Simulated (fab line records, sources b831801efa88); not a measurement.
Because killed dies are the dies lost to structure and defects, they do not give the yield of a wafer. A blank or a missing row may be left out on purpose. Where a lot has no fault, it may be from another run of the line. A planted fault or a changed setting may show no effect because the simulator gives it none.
Which tool was responsible?    flow sky130    45 wafers from 15 lots sampled at 6 of the route's 708 steps

== WHAT THE GAUGES SHOWED, per wafer ==
SKY_FIELD_ISO_THK_MEAS_25.
lot   measured     on             FIELD_ISO_CVD_24_THK (nm)
L296  day 2 12:23  film-metro-01  608 610 604
L298  day 3 00:13  film-metro-01  599 612 603
L299  day 3 05:28  film-metro-01  609 611 612
L302  day 3 20:26  film-metro-02  598 607 610
L303  day 4 01:16  film-metro-03  592 588 597
L304  day 4 06:32  film-metro-02  603 595 598
L305  day 4 12:50  film-metro-03  597 604 597
L306  day 4 16:16  film-metro-01  610 606 604
L307  day 4 20:57  film-metro-01  604 601 595
L308  day 5 04:47  film-metro-03  592 588 592
L309  day 5 07:07  film-metro-02  600 591 590
L315  day 6 16:03  film-metro-01  598 603 606
L316  day 6 22:10  film-metro-02  601 594 590
L317  day 7 02:10  film-metro-01  590 585 599
L318  day 7 06:50  film-metro-02  596 598 591

SKY_NWELL_OVL_MEAS_10.
lot   measured      on          NWELL_00_OVL (nm)
L296  day 4 20:50   overlay-01  -0.5 -0.7 0.0
L298  day 5 08:01   overlay-01  0.8 1.2 0.8
L299  day 5 13:35   overlay-02  1.1 -0.9 1.8
L302  day 6 06:02   overlay-02  2.1 1.6 -0.7
L303  day 6 11:37   overlay-02  1.9 2.6 1.1
L304  day 6 18:08   overlay-02  -0.5 -0.6 -2.6
L305  day 7 00:23   overlay-02  0.9 0.0 0.5
L306  day 7 05:10   overlay-02  -1.6 -1.3 -0.9
L307  day 7 10:47   overlay-02  3.9 1.1 2.5
L308  day 7 18:20   overlay-02  1.1 2.4 2.5
L309  day 7 22:23   overlay-02  -0.9 -1.6 -1.2
L318  day 10 02:13  overlay-02  -1.0 0.6 0.6

SKY_NWELL_RS_MEAS_29: uses a four-point probe to measure.
lot   measured      on             NWELL_RS (ohm/sq)
L296  day 5 15:29   film-metro-02  626.4 628.0 625.6
L298  day 6 03:11   film-metro-03  627.6 628.1 626.5
L299  day 6 08:47   film-metro-04  629.0 631.9 630.2
L302  day 7 01:49   film-metro-04  629.8 630.6 630.9
L303  day 7 08:22   film-metro-03  628.5 627.6 627.6
L304  day 7 15:07   film-metro-04  628.4 627.1 628.3
L305  day 7 21:33   film-metro-04  626.1 625.3 625.9
L306  day 8 01:49   film-metro-03  627.6 628.6 626.6
L307  day 8 07:05   film-metro-04  629.3 628.7 629.5
L308  day 8 15:22   film-metro-04  625.7 625.4 627.5
L309  day 8 19:43   film-metro-02  628.8 631.5 631.3
L318  day 11 01:59  film-metro-03  626.0 628.0 629.1

== WHICH TOOL RAN EACH LOT (tool, then ch and the chambers of the sampled wafers, then the start) ==
lot   SKY_FIELD_ISO_ETCH_14              SKY_FIELD_ISO_ETCH_15              SKY_FIELD_ISO_STRIP_16
L296  rie-diel-03 ch 0,2, day 2 10:33    rie-diel-03 ch 0,2, day 2 10:35    plasma-asher-02 ch 0,1, day 2 10:39
L298  rie-diel-04 ch 0,2,3, day 2 20:48  rie-diel-04 ch 0,2,3, day 2 20:50  plasma-asher-03 ch 0,1, day 2 20:54
L299  rie-diel-03 ch 0,2,3, day 3 03:25  rie-diel-03 ch 0,2,3, day 3 03:27  plasma-asher-04 ch 0,1, day 3 03:31
L302  rie-diel-03 ch 1,2,3, day 3 18:33  rie-diel-03 ch 1,2,3, day 3 18:35  plasma-asher-03 ch 0,1, day 3 18:39
L303  rie-diel-02 ch 0,2,3, day 3 23:24  rie-diel-02 ch 0,2,3, day 3 23:26  plasma-asher-03 ch 0,1, day 3 23:29
L304  rie-diel-03 ch 1,2,3, day 4 03:01  rie-diel-03 ch 1,2,3, day 4 03:03  plasma-asher-04 ch 0,1, day 4 03:07
L305  rie-diel-02 ch 1,2, day 4 09:17    rie-diel-02 ch 1,2, day 4 09:20    plasma-asher-03 ch 0,1, day 4 09:23
L306  rie-diel-02 ch 0,1,3, day 4 14:25  rie-diel-02 ch 0,1,3, day 4 14:27  plasma-asher-02 ch 0,1, day 4 14:31
L307  rie-diel-03 ch 1,2, day 4 18:06    rie-diel-03 ch 1,2, day 4 18:08    plasma-asher-02 ch 0,1, day 4 18:12
L308  rie-diel-02 ch 1,3, day 5 02:55    rie-diel-02 ch 1,3, day 5 02:57    plasma-asher-04 ch 0,1, day 5 03:01
L309  rie-diel-02 ch 1,2,3, day 5 05:15  rie-diel-02 ch 1,2,3, day 5 05:17  plasma-asher-04 ch 0,1, day 5 05:20
L315  rie-diel-02 ch 0,1,2, day 6 12:42  rie-diel-02 ch 0,1,2, day 6 12:44  plasma-asher-02 ch 0,1, day 6 12:47
L316  rie-diel-02 ch 0,1,2, day 6 17:52  rie-diel-02 ch 0,1,2, day 6 17:54  plasma-asher-03 ch 0,1, day 6 17:58
L317  rie-diel-03 ch 1,2,3, day 6 23:34  rie-diel-03 ch 1,2,3, day 6 23:36  plasma-asher-04 ch 0, day 6 23:40
L318  rie-diel-04 ch 1,2, day 7 04:58    rie-diel-04 ch 1,2, day 7 05:00    plasma-asher-04 ch 0,1, day 7 05:04
- SKY_FIELD_ISO_ETCH_14: etches BARC in N2/H2, stops on SiO2, time 45.9 s, target depth 60 nm.
- SKY_FIELD_ISO_ETCH_15: etches the open film in CHF3/O2, stops on Si, target depth 180 nm, time 72 s.
- SKY_FIELD_ISO_STRIP_16: strips in O2/N2.

== WHAT THE TOOLS THEMSELVES READ (means of the sampled wafers that have a number; where no wafer has one, the mark that the record gives instead) ==
SKY_FIELD_ISO_ETCH_14.
lot   tool         bias-w (W)  chamber-pressure-mTorr (mTorr)  drypump-motor-current-A (A)  n2-flow-sccm (sccm)  oes-product-au (a.u.)  throttle-valve-pct (%)
L296  rie-diel-03  99.90       30.006                          6.2                          100.2                0.861                  13.229
L298  rie-diel-04  100.09      29.973                          5.7                          100.0                0.856                  13.227
L299  rie-diel-03  99.90       29.999                          6.2                          100.0                0.856                  13.230
L302  rie-diel-03  99.95       30.000                          6.0                          100.0                0.860                  13.230
L303  rie-diel-02  99.79       29.993                          5.6                          99.6                 0.855                  13.213
L304  rie-diel-03  99.82       29.992                          6.0                          100.0                0.850                  13.224
L305  rie-diel-02  100.10      30.018                          6.0                          99.9                 0.859                  13.226
L306  rie-diel-02  99.73       30.014                          5.4                          100.1                0.855                  13.222
L307  rie-diel-03  99.85       29.991                          6.0                          99.9                 0.850                  13.222
L308  rie-diel-02  99.84       29.948                          5.2                          100.1                0.852                  13.216
L309  rie-diel-02  99.84       29.993                          5.7                          99.9                 0.852                  13.213
L315  rie-diel-02  -           -                               -                            -                    -                      -
L316  rie-diel-02  -           -                               -                            -                    -                      -
L317  rie-diel-03  -           -                               -                            -                    -                      -
L318  rie-diel-04  100.43      30.023                          6.0                          100.0                0.858                  13.229

SKY_FIELD_ISO_ETCH_15.
lot   tool         O2_flow_sccm (sccm)  bias-w (W)  drypump-motor-current-A (A)  oes-product-au (a.u.)  throttle-valve-pct (%)
L296  rie-diel-03  4.995                199.5       6.1                          0.892                  8.835
L298  rie-diel-04  5.001                200.0       5.6                          0.892                  8.830
L299  rie-diel-03  5.012                200.1       6.2                          0.890                  8.828
L302  rie-diel-03  4.984                200.1       6.0                          0.889                  8.835
L303  rie-diel-02  5.007                199.5       5.5                          0.893                  8.829
L304  rie-diel-03  5.001                200.4       6.0                          0.893                  8.835
L305  rie-diel-02  5.003                199.9       6.0                          0.896                  8.826
L306  rie-diel-02  4.983                200.0       5.4                          0.886                  8.827
L307  rie-diel-03  5.001                199.8       6.0                          0.890                  8.828
L308  rie-diel-02  5.015                199.8       5.2                          0.892                  8.828
L309  rie-diel-02  4.998                199.6       5.7                          0.893                  8.827
L315  rie-diel-02  5.019                200.6       5.9                          0.373                  8.671
L316  rie-diel-02  5.005                200.0       5.9                          0.377                  8.675
L317  rie-diel-03  4.994                199.8       6.0                          0.375                  8.676
L318  rie-diel-04  5.004                200.0       6.0                          0.904                  8.829

SKY_FIELD_ISO_STRIP_16.
lot   tool             drypump-motor-current-A (A)  n2-flow-sccm (sccm)  oes-product-au (a.u.)  strip-time-to-endpoint-s (s)
L296  plasma-asher-02  5.4                          300.1                0.379                  3.59
L298  plasma-asher-03  5.4                          300.3                0.380                  3.56
L299  plasma-asher-04  6.1                          298.9                0.380                  3.63
L302  plasma-asher-03  5.4                          299.6                0.389                  3.63
L303  plasma-asher-03  5.4                          300.3                0.379                  3.56
L304  plasma-asher-04  6.3                          300.6                0.379                  3.61
L305  plasma-asher-03  5.5                          299.9                0.377                  3.57
L306  plasma-asher-02  5.7                          299.2                0.382                  3.56
L307  plasma-asher-02  5.3                          299.3                0.383                  3.63
L308  plasma-asher-04  6.3                          299.9                0.385                  3.57
L309  plasma-asher-04  6.1                          300.1                0.377                  3.54
L315  plasma-asher-02  5.7                          300.4                0.394                  4.00
L316  plasma-asher-03  5.4                          300.1                0.397                  4.02
L317  plasma-asher-04  6.6                          299.7                0.404                  4.10
L318  plasma-asher-04  6.1                          300.4                0.384                  3.59

== THE ANSWER, worked out from the rows above alone ==
Rule: the lots themselves supply what counts as usual. The widest of any qualifying gaps counts: lots, ordered by their means at a reading, are off when they make up no more than a third of the lots, leave a main group of 4 or more, and stand apart from it by 3 or more times the standard deviation of that group's means. If all means in a main group match to the digits the tables above print for the reading, that group is not used. Also off: a lot with no number at a reading for which 4 or more lots have one. Any other lot the step has rows for is counted as sound. First the gauges in route order, then the tools' own readings, where a lot's mean is used as printed above. The first step at which some lot is off is used, and at that step the reading that is off furthest; a lot without a number counts as furthest.
Off, at SKY_FIELD_ISO_ETCH_14 on bias-w: L315, L316, L317. Without a number there: L315, L316, L317. Main group: mean 99.94 W, sd 0.18.
If a tool, at that step or one of the process steps before it, ran each lot that is off and ran no sound lot following the first of them, it fits. None of those tried fits.

== WHAT THE SIMULATOR HAD PUT IN ==
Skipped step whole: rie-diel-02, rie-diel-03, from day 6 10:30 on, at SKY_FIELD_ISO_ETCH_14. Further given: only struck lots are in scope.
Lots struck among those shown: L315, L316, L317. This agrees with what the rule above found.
